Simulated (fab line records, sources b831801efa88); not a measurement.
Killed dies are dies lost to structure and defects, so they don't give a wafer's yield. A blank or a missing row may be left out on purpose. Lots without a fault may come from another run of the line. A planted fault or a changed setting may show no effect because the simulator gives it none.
Problem report in the 8D (eight disciplines) form, filled by code | flow gf180mcu | the parts of the form that need people (team, actions taken, sign-off) are left out

1. THE PROBLEM
CONTACT_CVD_00_THK at GF_CONTACT_THK_MEAS_01 reads a mean of 156 nm on 2 wafers of 2 lots; wafers without a fault read 300 nm with a standard deviation of 4.1. That is -35 standard deviations from the usual mean.
First seen on wafer L834.6, day 20 02:58, on film_metro-03. The record holds 39 wafers of 13 lots with a number at this step. Rule for "out", or "out of limits": more than 4 standard deviations from the usual mean. The other wafers with a number count as sound.

2. WHAT IT IS AND WHAT IT IS NOT
question                    | is                           | is not
which readings at this step | CONTACT_CVD_00_THK           | -
which lots                  | L834, L836                   | L824, L825, L827, L828, L829, L830, L832, L838, L842, L843, L844
which wafers of those lots  | L834.6, L836.3               | L834.1, L834.5, L836.1, L836.2
read on which gauges        | film_metro-02, film_metro-03 | film_metro-04
when                        | from day 20 02:58            | up to then (23 sound wafers); but 14 sound wafers of L836, L838, L842, L843, L844 came after

3. SUSPECTS, AND WHAT RULES EACH OUT
Counting: a tool at a process step up to the reading stays a suspect if it ran every lot that is out. Sound lots after the first of them don't rule it out here, since some wafers of a struck lot are sound.
- the gauge at GF_CONTACT_THK_MEAS_01: ruled out. The wafers that are out were read on 2 gauges (film_metro-02, film_metro-03).
- hdpcvd-02 at GF_CONTACT_CVD_00 (deposits SiO2, target thk 300 nm, time 50 s): kept. It ran every lot that is out, first L834 (day 20 02:55); its last sound lot up to then is L832 (day 19 10:07). Its own readings are out on those wafers: sih4_flow_sccm.
- Within hdpcvd-02 at GF_CONTACT_CVD_00: the wafers that are out ran in chamber 0; their sound lot-mates ran in chambers 1, 2.
Left after counting: hdpcvd-02 at GF_CONTACT_CVD_00.

4. THE CAUSE (what the simulator had put in)
Process parameter drift: hdpcvd-02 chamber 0, from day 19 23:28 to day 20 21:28, at GF_CONTACT_CVD_00. Setting sih4_flow_sccm, moved by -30, from 60. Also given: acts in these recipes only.
Counting left only this tool.

5. THE CHAIN OF EFFECTS, in route order
Each row: a reading whose mean over the struck wafers that have a number lies more than 3 standard deviations from the usual. Only readings for which the record gives a usual standard deviation are gone through. hours: the time from each lot's start at the first step in this table that gives one to its start at this step, as a median over the lots. sigmas: the change in usual standard deviations.
hours | step                   | reading            | usual      | on struck wafers | change | sigmas
0     | GF_CONTACT_CVD_00      | sih4_flow_sccm     | 60.02 sccm | 29.98            | -30.04 | -99 or more
0     | GF_CONTACT_THK_MEAS_01 | CONTACT_CVD_00_THK | 300 nm     | 156              | -144   | -35
-     | GF_CONTACT_ETCH_17     | oes_product_au     | 0.814 a.u. | 0.738            | -0.076 | -16
The process steps in it:
- GF_CONTACT_CVD_00: deposits SiO2, target thk 300 nm, time 50 s.
- GF_CONTACT_ETCH_17: etches SiO2 in C4F8/O2/Ar, stops on CoSi2, target depth 860 nm.

6. WHAT WOULD HAVE CAUGHT IT SOONER
In this record the first reading out of limits at a measuring or inspecting step was taken at day 20 02:58, 4 hours after the fault began at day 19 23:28.
The tool's own readings at GF_CONTACT_CVD_00 were out on every struck wafer that the step has a row for (sih4_flow_sccm): an alarm limit on them would have fired on the first of those.
Of the lots that are out (2), L836 began GF_CONTACT_CVD_00 on hdpcvd-02 after day 20 02:58. A hold on the tool at that time would have spared it.
